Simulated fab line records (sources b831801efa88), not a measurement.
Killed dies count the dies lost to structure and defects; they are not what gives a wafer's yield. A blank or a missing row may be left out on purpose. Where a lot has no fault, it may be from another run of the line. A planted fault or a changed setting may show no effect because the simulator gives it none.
What tool caused it?    flow gf180mcu    Sampling: 13 lots, 39 wafers, 5 of 602 route steps

## WHAT THE GAUGES READ, wafer by wafer
GF_STI_THK_MEAS_24.
lot   measured     on             STI_CVD_23_THK (nm)
L181  day 2 03:48  film metro-02  650 648 644
L182  day 2 08:48  film metro-04  637 637 635
L183  day 2 13:51  film metro-02  652 651 637
L184  day 2 23:32  film metro-01  647 639 645
L185  day 2 23:35  film metro-02  646 643 633
L186  day 3 09:07  film metro-04  643 648 640
L188  day 3 21:21  film metro-02  643 642 646
L191  day 4 08:53  film metro-04  647 649 644
L192  day 4 12:31  film metro-01  640 639 649
L194  day 4 21:48  film metro-01  638 633 657
L201  day 6 11:35  film metro-04  637 648 639
L203  day 6 21:04  film metro-01  649 645 647
L204  day 7 01:44  film metro-01  649 663 654

GF_LVPWELL_TW_MEAS_11.
lot   measured     on             LVPWELL_TW
L181  day 3 20:51  film metro-03  553 551 550
L182  day 4 01:22  film metro-04  562 560 562
L183  day 4 09:29  film metro-03  552 552 553
L184  day 4 22:29  film metro-04  561 559 559
L185  day 4 23:56  film metro-02  563 566 564
L186  day 5 06:23  film metro-04  559 560 560
L188  day 5 21:32  film metro-04  559 561 561
L191  day 6 06:38  film metro-03  556 553 553
L192  day 6 12:41  film metro-02  561 564 564
L194  day 6 21:33  film metro-02  527 528 526
L201  day 8 14:28  film metro-03  551 553 550
L203  day 9 02:11  film metro-03  551 547 548
L204  day 9 06:48  film metro-03  546 545 548

GF_VT_IMPLANT_OVL_MEAS_18.
lot   measured      on          VT_IMPLANT_01_OVL (nm)
L181  day 6 05:30   overlay-02  -2.1 -0.8 -1.6
L182  day 6 09:50   overlay-01  -0.7 -1.0 1.4
L183  day 6 21:07   overlay-01  -1.0 -1.8 -0.2
L184  day 7 10:41   overlay-02  -3.5 0.4 -0.4
L185  day 7 14:13   overlay-01  0.5 1.5 3.3
L186  day 7 19:35   overlay-02  -0.1 0.5 1.6
L188  day 8 12:50   overlay-02  -2.4 -0.7 -1.4
L191  day 8 23:52   overlay-01  -0.6 -0.9 -1.1
L192  day 9 05:34   overlay-01  0.0 0.6 0.6
L194  day 9 15:19   overlay-02  2.4 0.4 0.9
L201  day 11 14:16  overlay-02  -0.7 -1.1 1.1
L203  day 12 02:29  overlay-01  0.3 0.2 0.2
L204  day 12 08:00  overlay-01  1.1 1.1 2.2

## WHICH TOOL RAN EACH LOT (tool, then ch and the chambers of the sampled wafers, then the start)
lot   GF_NWELL_STRIP_10                    GF_LVPWELL_STRIP_10
L181  plasma asher-04 ch 0,1, day 3 07:17  plasma asher-03 ch 0,1, day 3 20:46
L182  plasma asher-02 ch 0,1, day 3 11:23  plasma asher-02 ch 0,1, day 4 01:15
L183  plasma asher-01 ch 0,1, day 3 19:17  plasma asher-03 ch 0,1, day 4 09:23
L184  plasma asher-04 ch 0,1, day 4 08:46  plasma asher-04 ch 0,1, day 4 22:23
L185  plasma asher-02 ch 0,1, day 4 09:28  plasma asher-03 ch 0,1, day 4 23:50
L186  plasma asher-01 ch 0,1, day 4 15:34  plasma asher-02 ch 0,1, day 5 06:17
L188  plasma asher-04 ch 0,1, day 5 06:32  plasma asher-03 ch 0,1, day 5 21:26
L191  plasma asher-02 ch 0,1, day 5 15:37  plasma asher-03 ch 0,1, day 6 06:32
L192  plasma asher-02 ch 0,1, day 5 21:14  plasma asher-02 ch 0,1, day 6 12:35
L194  plasma asher-02 ch 0,1, day 6 05:34  plasma asher-02 ch 0,1, day 6 21:28
L201  plasma asher-01 ch 0,1, day 7 21:59  plasma asher-04 ch 0,1, day 8 14:23
L203  plasma asher-02 ch 0,1, day 8 08:26  plasma asher-02 ch 0,1, day 9 02:05
L204  plasma asher-02 ch 0,1, day 8 13:38  plasma asher-04 ch 0,1, day 9 06:41
- GF_NWELL_STRIP_10: strips in O2/N2.
- GF_LVPWELL_STRIP_10: strips in O2/N2.

## AS READ BY THE TOOLS THEMSELVES (means over the sampled wafers that have a number; for cases with no such wafer, the mark the record gives instead)
GF_NWELL_STRIP_10.
lot   tool             drypump motor current A (A)  heater power w (W)  n2 flow sccm (sccm)  o2 flow sccm (sccm)  oes product au (a.u.)  strip time to endpoint s (s)
L181  plasma asher-04  5.5                          305                 300.1                2996                 0.726                  37.10
L182  plasma asher-02  6.2                          319                 300.8                2990                 0.719                  37.22
L183  plasma asher-01  5.8                          324                 300.1                3005                 0.724                  37.26
L184  plasma asher-04  5.5                          307                 300.8                3014                 0.722                  36.99
L185  plasma asher-02  6.3                          313                 300.2                3000                 0.724                  37.14
L186  plasma asher-01  5.8                          323                 299.6                3000                 0.721                  37.07
L188  plasma asher-04  5.5                          307                 300.5                2994                 0.720                  37.05
L191  plasma asher-02  6.1                          307                 299.9                3006                 0.721                  37.03
L192  plasma asher-02  6.1                          302                 299.2                3001                 0.729                  36.88
L194  plasma asher-02  6.3                          314                 300.3                3003                 0.965                  -
L201  plasma asher-01  5.8                          332                 300.1                3010                 0.725                  37.17
L203  plasma asher-02  6.1                          308                 300.1                3009                 0.722                  36.98
L204  plasma asher-02  6.1                          302                 299.6                3016                 0.722                  36.97

GF_LVPWELL_STRIP_10.
lot   tool             drypump motor current A (A)  heater power w (W)  n2 flow sccm (sccm)  o2 flow sccm (sccm)  oes product au (a.u.)  strip time to endpoint s (s)
L181  plasma asher-03  5.4                          286                 300.0                3004                 0.721                  36.93
L182  plasma asher-02  6.3                          313                 300.7                2998                 0.722                  37.02
L183  plasma asher-03  6.0                          297                 299.6                3003                 0.723                  37.13
L184  plasma asher-04  5.7                          316                 300.2                2998                 0.725                  37.12
L185  plasma asher-03  5.4                          285                 300.1                2997                 0.724                  37.14
L186  plasma asher-02  6.1                          301                 299.8                2989                 0.724                  37.14
L188  plasma asher-03  5.4                          287                 299.8                2990                 0.724                  37.01
L191  plasma asher-03  6.0                          298                 300.3                3009                 0.725                  37.03
L192  plasma asher-02  6.3                          316                 300.3                3005                 0.723                  36.89
L194  plasma asher-02  6.3                          316                 299.8                3006                 0.725                  42.31
L201  plasma asher-04  5.7                          317                 300.0                2997                 0.722                  36.96
L203  plasma asher-02  6.1                          306                 299.8                3001                 0.727                  36.91
L204  plasma asher-04  5.7                          316                 300.4                3000                 0.721                  37.04

## THE ANSWER, worked out from the rows above alone
Rule: the usual values come from the lots themselves. Put in order of their means at a reading, lots are off if they are a third of the lots or fewer, leave a main group of 4 or more, and stand apart from it by a gap of 3 or more times the standard deviation of the main group's means; of several such gaps the widest counts. Not used: any main group whose means are identical at the precision the tables above print for the reading. Also off: a lot with no number at a reading for which 4 or more lots have one. Any other lot the step has rows for is counted as sound. The gauges are gone through in route order, then the tools' own readings, and for those a lot's mean is taken as printed above. The first step at which some lot is off is used, and at that step the reading that is off furthest; a lot without a number counts as furthest.
Off: L194, at GF_LVPWELL_TW_MEAS_11 (LVPWELL_TW). The main group: mean 556, standard deviation 5.8.
A tool fits if, at a process step before that reading, it ran every lot that is off, and no sound lot after the first of them. Not tried: the gauges at GF_LVPWELL_TW_MEAS_11; whatever is off there is also off at GF_NWELL_STRIP_10, on other tools, and gauge error can't account for it. Of those tried, none fits.

## WHAT WAS PUT IN BY THE SIMULATOR
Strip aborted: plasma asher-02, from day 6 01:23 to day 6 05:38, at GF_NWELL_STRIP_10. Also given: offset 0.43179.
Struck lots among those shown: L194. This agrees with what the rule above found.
